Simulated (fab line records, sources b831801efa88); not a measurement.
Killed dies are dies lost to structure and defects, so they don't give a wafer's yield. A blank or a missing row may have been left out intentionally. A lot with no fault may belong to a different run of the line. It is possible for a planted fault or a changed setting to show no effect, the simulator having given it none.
fab line records	flow sky130
[record] lots = 6	wafers = 18	lastDay = 50
route steps=708 shown VT_ADJUST_LVTN@98 PAD_OPEN@708
lots that met no fault: taken from a fault-free run of the same line
startH: hours from the record's first day to the start of the lot's first wafer shown	waitH: how many hours have passed since the lot's step before this one	" unchanged from the row above	L1.1+2: a row that stands for several wafers	- no value present, or no start provided	* or withheld: withheld	< > ~ a bound
route shown NAME@n: names a module that has steps shown in the file, with the first one's number in the route	usual: average and standard deviation across the fault-free wafers	same: alike in all rows	chamber/n: place in a boat	sites: each site's reading	_std_site: standard deviation across them	_edge_site: the outer-site mean with the inner-site mean subtracted	radiusMm: how far each site lies from the wafer's centre	mask NAME#n: copy n	behind: tool/chamber where the wafer was last shaped	hold: cause of the lot's hold/its duration in hours/its outcome	device: transistor that didn't switch, given as n, p or np	end of line: the tests these same wafers got at the end of their route	a step given without rows: its recipe and nothing more	killed: the dies lost at the first sort to structure and to defects; this is not the yield of the wafer	map: per-die view of a wafer (x killed, . not killed, _ where there is no die)
set.NAME: the setting that was run; set.NAME@STEP: the one run at that earlier step	model.NAME: the simulator's own value behind a step, which no gauge read
a table for each step, a row for each wafer; lots at some steps of the route
services: when a tool's chamber went out of use (startH, in hours from the record's first day, below 0 if earlier), for how many hours, and the reason
[[steps]]
[step SKY_VT_ADJUST_LVTN_HMDS_01]
[recipe] primeTimeS = 60	primeTempC = 120
[step SKY_VT_ADJUST_LVTN_COAT_02]
[recipe] spinRpm = 2000	resistThkNm = 3000
[step SKY_VT_ADJUST_LVTN_SOFTBAKE_03]
[recipe] tempC = 110	timeS = withheld
[step SKY_VT_ADJUST_LVTN_EXPOSE_04]
[recipe] maskId = NWM_COMPLEMENT_LESS_NATIVE	na = 0.6	sourceShape = conventional	sigmaOuter = 0.6	polarization = unpolarized	targetCdNm = 840	doseMj = 194
[step SKY_VT_ADJUST_LVTN_PEB_05]
[recipe] tempC = 115	timeS = withheld
[step SKY_VT_ADJUST_LVTN_DEVELOP_06]
[recipe] wallAngleDeg = 90	developer = TMAH	developTimeS = 60	devTempC = 23
[step SKY_VT_ADJUST_LVTN_OVL_MEAS_07]
[usual] VT_ADJUST_LVTN_OVL = 0.1/1.4
lot.wafer	tool	chamber	startH	waitH	VT_ADJUST_LVTN_OVL[nm]
L496.3	overlay-02	-	161.04	-	-1.9
L496.4	"	-	"	"	-1.9
L496.5	"	-	"	"	-0.9
L497.2	overlay-02	-	173.68	-	1.2
L497.3	"	-	"	"	-0.5
L497.5	"	-	"	"	0.5
L505.1	overlay-01	-	218.81	-	1.9
L505.4	"	-	"	"	2.0
L505.6	"	-	"	"	1.9
L515.2	overlay-02	-	274.51	-	0.3
L515.4	"	-	"	"	0.8
L515.6	"	-	"	"	0.5
L517.3	overlay-01	-	283.52	-	-1.1
L517.5	"	-	"	"	-0.5
L517.6	"	-	"	"	-2.7
L518.2	overlay-01	-	294.93	-	0.7
L518.3	"	-	"	"	0.2
L518.6	"	-	"	"	-0.9
[step SKY_VT_ADJUST_LVTN_IMPLANT_08]
[recipe] species = B	energyKev = 30.22	doseCm2 = 1.57e+12	tiltDeg = withheld
[step SKY_VT_ADJUST_LVTN_STRIP_09]
[recipe] chemistry = O2/N2	powerW = 1400	pressureMtorr = 1500	platenTempC = withheld	o2FlowSccm = 3000	n2FlowSccm = 300	overashFraction = 0.5
[usual] drypumpMotorCurrentA = 5.9/0.36	oesProductAu = 0.722/0.0047	stripTimeToEndpointS = 36.95/0.1
lot.wafer	tool	chamber	startH	waitH	drypumpMotorCurrentA	oesProductAu	rfHoursCounterH	stripTimeToEndpointS
L496.3	plasmaAsher-01	1	161.25	0.1	6.2	0.724	-	36.83
L496.4	"	0	"	"	5.5	0.723	-	36.96
L496.5	"	1	"	"	6.2	0.724	-	36.91
L497.2	plasmaAsher-03	0	173.86	0.1	6.5	0.723	37	36.95
L497.3	"	0	"	"	6.5	0.721	-	36.89
L497.5	"	1	"	"	6.1	0.720	-	36.94
L505.1	plasmaAsher-02	0	218.99	0.1	5.5	0.720	51	36.80
L505.4	"	1	"	"	5.6	0.725	-	36.79
L505.6	"	0	"	"	5.6	0.711	-	36.76
L515.2	plasmaAsher-03	0	274.69	0.1	6.5	0.715	47	36.87
L515.4	"	1	"	"	6.0	0.716	-	36.95
L515.6	"	0	"	"	6.5	0.725	-	37.03
L517.3	plasmaAsher-02	0	283.73	0.1	5.6	0.727	-	36.92
L517.5	"	0	"	"	5.6	0.719	-	36.98
L517.6	"	1	"	"	5.6	0.724	-	36.96
L518.2	plasmaAsher-03	1	295.11	0.1	6.0	0.713	48	36.91
L518.3	"	1	"	"	6.1	0.722	-	37.05
L518.6	"	1	"	"	6.1	0.718	-	36.94
[step SKY_VT_ADJUST_LVTN_TW_MEAS_10]
[usual] VT_ADJUST_LVTN_TW = 242.8/1.8
lot.wafer	tool	chamber	startH	waitH	VT_ADJUST_LVTN_TW
L496.3	filmMetro-04	-	161.33	0.1	240.5
L496.4	"	-	"	"	243.7
L496.5	"	-	"	"	241.1
L497.2	filmMetro-04	-	173.97	0.1	244.3
L497.3	"	-	"	"	244.1
L497.5	"	-	"	"	245.0
L505.1	filmMetro-04	-	219.09	0.1	242.3
L505.4	"	-	"	"	243.4
L505.6	"	-	"	"	242.7
L515.2	filmMetro-04	-	274.80	0.1	241.4
L515.4	"	-	"	"	241.6
L515.6	"	-	"	"	241.9
L517.3	filmMetro-02	-	283.81	0.1	244.8
L517.5	"	-	"	"	243.6
L517.6	"	-	"	"	243.6
L518.2	filmMetro-04	-	295.22	0.1	241.5
L518.3	"	-	"	"	240.8
L518.6	"	-	"	"	241.5
[step SKY_VT_ADJUST_LVTN_DEHYDRATE_11]
[recipe] tempC = 200	timeS = 60
[step SKY_VT_ADJUST_LVTN_HMDS_12]
[recipe] primeTimeS = 60	primeTempC = 120
[step SKY_VT_ADJUST_LVTN_COAT_13]
[recipe] resist = NOVOLAK	spinRpm = 3000	resistThkNm = 1140
[usual] chillPlateTempC = 23.00/0.11	exhaustPa = 45.0/0.82	spinSpeedRpm = 2999.7/1.9
lot.wafer	tool	chamber	startH	waitH	chillPlateTempC	exhaustPa	spinSpeedRpm	model.NOVOLAK_of_VT_ADJUST_LVTN_COAT_13.thkNm
L496.3	lithoTrack-03	0	170.81	0.1	23.20	45.5	2998.5	1137
L496.4	"	0	"	"	22.99	44.6	2998.6	1137
L496.5	"	0	"	"	22.98	45.0	2998.1	1140
L497.2	lithoTrack-02	0	183.20	0.1	22.94	44.9	2997.3	1141
L497.3	"	0	"	"	22.77	44.2	3001.6	1143
L497.5	"	0	"	"	22.97	43.9	3002.2	1139
L505.1	lithoTrack-01	0	229.43	0.1	22.81	43.8	3001.3	1144
L505.4	"	0	"	"	22.93	44.8	3001.3	1147
L505.6	"	0	"	"	22.71	43.5	2999.6	1143
L515.2	lithoTrack-02	0	286.95	0.1	23.08	45.4	3133.8	1114
L515.4	"	0	"	"	23.01	46.1	3135.0	1118
L515.6	"	0	"	"	23.10	46.8	3139.6	1117
L517.3	lithoTrack-02	0	296.52	0.1	23.02	46.4	3140.3	1116
L517.5	"	0	"	"	22.95	45.3	3140.7	1118
L517.6	"	0	"	"	22.93	45.4	3138.2	1115
L518.2	lithoTrack-01	0	307.16	0.1	22.81	45.2	3000.5	1138
L518.3	"	0	"	"	22.84	43.7	3000.0	1141
L518.6	"	0	"	"	22.92	44.1	2998.1	1138
[step SKY_VT_ADJUST_LVTN_SOFTBAKE_14]
[recipe] tempC = 90	timeS = 60	resist = NOVOLAK
[step SKY_VT_ADJUST_LVTN_EXPOSE_15]
[recipe] maskId = HVN_STD_DERIVED	na = 0.6	sourceShape = conventional	sigmaOuter = 0.6	polarization = unpolarized	targetCdNm = 600	doseMj = 163
[step SKY_VT_ADJUST_LVTN_PEB_16]
[recipe] tempC = withheld	timeS = *	resist = NOVOLAK
[step SKY_VT_ADJUST_LVTN_DEVELOP_17]
[recipe] resist = NOVOLAK	developer = TMAH	developTimeS = 60	devTempC = 23
[usual] chillPlateTempC = 22.99/0.093	exhaustPa = 45.1/0.98
lot.wafer	tool	chamber	startH	waitH	chillPlateTempC	exhaustPa	model.NOVOLAK_of_VT_ADJUST_LVTN_COAT_13.thkNm
L496.3	lithoTrack-01	0	181.18	0.1	22.94	44.9	1137
L496.4	"	0	"	"	22.87	44.8	1137
L496.5	"	0	"	"	22.89	45.4	1139
L497.2	lithoTrack-03	0	193.63	0.1	22.93	45.3	1140
L497.3	"	0	"	"	23.07	45.6	1143
L497.5	"	0	"	"	23.15	45.5	1139
L505.1	lithoTrack-03	0	240.86	0.1	23.06	44.0	1144
L505.4	"	0	"	"	22.94	44.4	1146
L505.6	"	0	"	"	22.84	45.1	1142
L515.2	lithoTrack-02	0	299.55	0.1	23.05	44.7	1114
L515.4	"	0	"	"	23.06	45.1	1118
L515.6	"	0	"	"	23.08	43.9	1116
L517.3	lithoTrack-03	0	308.46	0.1	22.89	44.2	1116
L517.5	"	0	"	"	22.97	44.0	1117
L517.6	"	0	"	"	22.91	43.8	1114
L518.2	lithoTrack-01	0	320.46	0.1	23.12	46.1	1138
L518.3	"	0	"	"	22.95	46.2	1141
L518.6	"	0	"	"	23.02	46.9	1138
[step SKY_VT_ADJUST_LVTN_OVL_MEAS_18]
[usual] VT_ADJUST_LVTN_01_OVL = 0.9/1.4
lot.wafer	tool	chamber	startH	waitH	VT_ADJUST_LVTN_01_OVL[nm]
L496.3	overlay-02	-	181.29	0.1	-1.0
L496.4	"	-	"	"	-0.6
L496.5	"	-	"	"	0.7
L497.2	overlay-02	-	193.76	0.1	1.7
L497.3	"	-	"	"	1.2
L497.5	"	-	"	"	1.6
L505.1	overlay-01	-	241.01	0.1	2.1
L505.4	"	-	"	"	0.1
L505.6	"	-	"	"	0.0
L515.2	overlay-02	-	299.68	0.1	2.0
L515.4	"	-	"	"	1.1
L515.6	"	-	"	"	2.2
L517.3	overlay-02	-	308.57	0.1	1.0
L517.5	"	-	"	"	-0.1
L517.6	"	-	"	"	1.2
L518.2	overlay-02	-	320.59	0.1	1.3
L518.3	"	-	"	"	0.2
L518.6	"	-	"	"	1.4
[step SKY_VT_ADJUST_LVTN_IMPLANT_19]
[recipe] species = B	energyKev = 30	doseCm2 = 6.5e+11	tiltDeg = withheld
[step SKY_VT_ADJUST_LVTN_STRIP_20]
[recipe] chemistry = O2/N2	powerW = 1400	pressureMtorr = 1500	platenTempC = withheld	o2FlowSccm = 3000	n2FlowSccm = 300	overashFraction = 0.5
[usual] drypumpMotorCurrentA = 5.9/0.37	oesProductAu = 0.715/0.0045	stripTimeToEndpointS = 14.18/0.033
lot.wafer	tool	chamber	startH	waitH	drypumpMotorCurrentA	oesProductAu	rfHoursCounterH	stripTimeToEndpointS
L496.3	plasmaAsher-02	1	181.50	0.1	5.6	0.719	-	14.15
L496.4	"	0	"	"	5.6	0.709	-	14.14
L496.5	"	0	"	"	5.6	0.721	-	14.18
L497.2	plasmaAsher-01	0	193.94	0.1	5.5	0.715	9	14.19
L497.3	"	1	"	"	6.2	0.715	-	14.22
L497.5	"	1	"	"	6.2	0.716	-	14.15
L505.1	plasmaAsher-03	0	241.19	0.1	6.5	0.716	43	14.23
L505.4	"	1	"	"	6.0	0.718	-	14.25
L505.6	"	1	"	"	6.0	0.722	-	14.22
L515.2	plasmaAsher-03	1	299.86	0.1	6.0	0.716	49	13.86
L515.4	"	0	"	"	6.5	0.717	-	13.90
L515.6	"	0	"	"	6.5	0.714	-	13.89
L517.3	plasmaAsher-03	0	308.78	0.1	6.5	0.720	-	13.89
L517.5	"	0	"	"	6.5	0.719	-	13.91
L517.6	"	1	"	"	6.0	0.710	-	13.88
L518.2	plasmaAsher-02	0	320.77	0.1	5.6	0.717	60	14.16
L518.3	"	0	"	"	5.6	0.717	-	14.20
L518.6	"	0	"	"	5.6	0.715	-	14.15
[step SKY_VT_ADJUST_LVTN_TW_MEAS_21]
[usual] VT_ADJUST_LVTN_2_TW = 188.8/1.9
lot.wafer	tool	chamber	startH	waitH	VT_ADJUST_LVTN_2_TW
L496.3	filmMetro-02	-	181.59	0.1	190.4
L496.4	"	-	"	"	190.8
L496.5	"	-	"	"	189.9
L497.2	filmMetro-03	-	194.05	0.1	187.7
L497.3	"	-	"	"	186.5
L497.5	"	-	"	"	187.3
L505.1	filmMetro-04	-	241.29	0.1	190.6
L505.4	"	-	"	"	190.4
L505.6	"	-	"	"	190.8
L515.2	filmMetro-02	-	299.97	0.1	192.5
L515.4	"	-	"	"	190.9
L515.6	"	-	"	"	191.7
L517.3	filmMetro-02	-	308.86	0.1	190.7
L517.5	"	-	"	"	191.6
L517.6	"	-	"	"	192.2
L518.2	filmMetro-03	-	320.88	0.1	187.6
L518.3	"	-	"	"	187.3
L518.6	"	-	"	"	187.3
[step SKY_PAD_OPEN_PROBE_99]
[usual] killed_at_M0_to_M3 = 44/6.8	killed_at_M4_up = 3.1/1.8	killedAtContacts = 25/5.2	killedAtFrontEnd = 15/4.1	killedAtOther = 0.3/0.62	killedDies = 88/9.4	killedOnRim = 17/3.7	killedOpen = 48/7.1	killedShort = 40/6.1
[same] grossDies = 492	killedAtBackSide = 0
lot.wafer	tool	chamber	startH	waitH	killed_at_M0_to_M3	killed_at_M4_up	killedAtContacts	killedAtFrontEnd	killedAtOther	killedDies	killedOnRim	killedOpen	killedShort
L496.3	prober-01	-	1090.48	0.2	39	2	26	18	0	85	23	39	44
L496.4	prober-01	-	1090.53	0.2	42	3	29	19	0	93	18	53	40
L496.5	prober-01	-	1090.58	0.2	43	1	14	13	1	72	12	34	38
L505.1	prober-02	-	1146.60	0.1	33	2	19	14	0	68	10	37	31
L505.4	prober-02	-	1146.75	0.2	46	2	22	16	0	86	14	45	41
L505.6	prober-02	-	1146.85	0.2	50	3	26	13	0	92	19	48	44
L515.2	prober-01	-	1185.43	0.1	57	2	21	19	0	99	20	45	54
L515.4	prober-01	-	1185.53	0.2	29	3	28	11	2	73	17	48	25
L515.6	prober-01	-	1185.63	0.2	42	3	32	10	0	87	9	52	35
L517.3	prober-01	-	1198.74	0.2	45	2	22	14	0	83	14	44	39
L517.5	prober-01	-	1198.84	0.2	37	2	28	13	0	80	17	38	41
L517.6	prober-01	-	1198.89	0.2	37	3	32	18	0	90	14	39	50
// killed by level:class
L496.3 METAL1:geometricParticle:short=11 LI_CONTACT:geometricParticle:open=8 CONTACT:geometricParticle:open=8 VIA1:geometricParticle:open=8 VIA1:geometricParticle:short=5 VIA3:geometricParticle:open=5 FIELD_ISO:geometricParticle:short=4 POLY_GATE:geometricParticle:short=4
L496.4 CONTACT:geometricParticle:short=11 VIA1:geometricParticle:open=10 POLY_GATE:geometricParticle:open=8 LI_CONTACT:geometricParticle:open=8 CONTACT:geometricParticle:open=7 METAL1:geometricParticle:short=7 VIA3:geometricParticle:open=7 VIA2:geometricParticle:open=6
L496.5 METAL1:geometricParticle:short=9 VIA1:geometricParticle:open=6 METAL2:geometricParticle:short=6 VIA2:geometricParticle:open=6 POLY_GATE:geometricParticle:short=5 CONTACT:geometricParticle:open=5 VIA3:geometricParticle:open=5 VIA2:geometricParticle:short=5
L505.1 VIA3:geometricParticle:open=7 FIELD_ISO:geometricParticle:open=6 CONTACT:geometricParticle:open=6 METAL2:geometricParticle:short=6 LI_CONTACT:geometricParticle:open=5 VIA2:geometricParticle:open=5 METAL1:geometricParticle:short=4 FIELD_ISO:geometricParticle:short=3
L505.4 VIA1:geometricParticle:open=14 METAL1:geometricParticle:short=7 CONTACT:geometricParticle:open=6 VIA1:geometricParticle:short=6 LI_CONTACT:geometricParticle:open=5 LOCAL_INTERCONNECT:geometricParticle:short=5 VIA3:geometricParticle:open=5 FIELD_ISO:geometricParticle:open=4
L505.6 VIA1:geometricParticle:open=15 CONTACT:geometricParticle:open=10 METAL2:geometricParticle:short=7 VIA3:geometricParticle:open=7 CONTACT:geometricParticle:short=6 VIA1:geometricParticle:short=5 METAL3:geometricParticle:short=5 POLY_GATE:geometricParticle:short=3
L515.2 VIA2:geometricParticle:open=10 FIELD_ISO:geometricParticle:short=9 CONTACT:geometricParticle:open=8 METAL2:geometricParticle:short=8 VIA1:geometricParticle:open=7 FIELD_ISO:geometricParticle:open=6 VIA1:geometricParticle:short=6 VIA3:geometricParticle:open=6
L515.4 CONTACT:geometricParticle:open=11 LI_CONTACT:geometricParticle:open=10 VIA1:geometricParticle:open=10 VIA3:geometricParticle:open=5 FIELD_ISO:geometricParticle:open=3 LOCAL_INTERCONNECT:geometricParticle:short=3 VIA2:geometricParticle:open=3 FIELD_ISO:geometricParticle:short=2
L515.6 CONTACT:geometricParticle:open=13 LI_CONTACT:geometricParticle:open=8 VIA1:geometricParticle:open=8 VIA3:geometricParticle:open=7 VIA2:geometricParticle:short=6 CONTACT:geometricParticle:short=5 METAL3:geometricParticle:short=5 VIA2:geometricParticle:open=4
L517.3 CONTACT:geometricParticle:open=7 METAL2:geometricParticle:short=7 FIELD_ISO:geometricParticle:open=6 LI_CONTACT:geometricParticle:open=6 METAL1:geometricParticle:short=6 VIA1:geometricParticle:open=6 VIA3:geometricParticle:open=6 VIA2:geometricParticle:open=6
L517.5 CONTACT:geometricParticle:open=9 METAL1:geometricParticle:short=8 LI_CONTACT:geometricParticle:open=7 CONTACT:geometricParticle:short=6 VIA1:geometricParticle:open=6 VIA2:geometricParticle:open=6 VIA3:geometricParticle:open=5 VIA1:geometricParticle:short=5
L517.6 LOCAL_INTERCONNECT:geometricParticle:short=8 CONTACT:geometricParticle:short=8 METAL2:geometricParticle:short=7 CONTACT:geometricParticle:open=7 VIA2:geometricParticle:open=7 FIELD_ISO:geometricParticle:open=5 VIA1:geometricParticle:open=5 VIA3:geometricParticle:open=5
[[services]]
tool	chamber	startH	hours	kind
plasmaAsher-03	-	199.98	0.7	repair
plasmaAsher-02	-	205.67	11.1	repair
plasmaAsher-03	-	212.78	2.8	pm
plasmaAsher-02	-	239.21	16.2	repair
plasmaAsher-03	-	247.36	3.9	repair
plasmaAsher-01	-	294.22	22.6	pm
lithoTrack-02	-	309.27	-	consumableReplace:filter
[[key]]
[firstSign] step = SKY_VT_ADJUST_LVTN_COAT_13	reading = spinSpeedRpm	direction = up	sigmas = 73	usual = 2999.7	struck = 3137.9
[effect] step = SKY_VT_ADJUST_LVTN_STRIP_20	reading = stripTimeToEndpointS	direction = down	sigmas = 8.8	usual = *	struck = *
[modelEffect] step = SKY_VT_ADJUST_LVTN_COAT_13	value = NOVOLAK_of_VT_ADJUST_LVTN_COAT_13.thkNm	without = 1142	struck = 1116
[modelEffect] step = SKY_VT_ADJUST_LVTN_DEVELOP_17	value = NOVOLAK_of_VT_ADJUST_LVTN_COAT_13.thkNm	without = 1141	struck = 1116
metAt SKY_VT_ADJUST_LVTN_COAT_13
struckWafers L515.2,L515.4,L515.6,L517.3,L517.5,L517.6
testerLeftOut L515,L517
onsetBetween 183.20 286.95
[fault] kind = processParameterDrift	tool = lithoTrack-02	chamber = -	onsetH = 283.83	steps = SKY_VT_ADJUST_LVTN_COAT_13	channel = spinRpm	offset = 139.13	shape = step	endH = 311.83	actsIn = theseRecipesOnly	stated = 3000
// testerLeftOut: of these lots the tester's yield and bins aren't shown, on N5 and GAA mostly nor the transistor test; their killed dies are dies lost to structure and defects alone, not to doping, threshold or leakage, so they don't give the yield
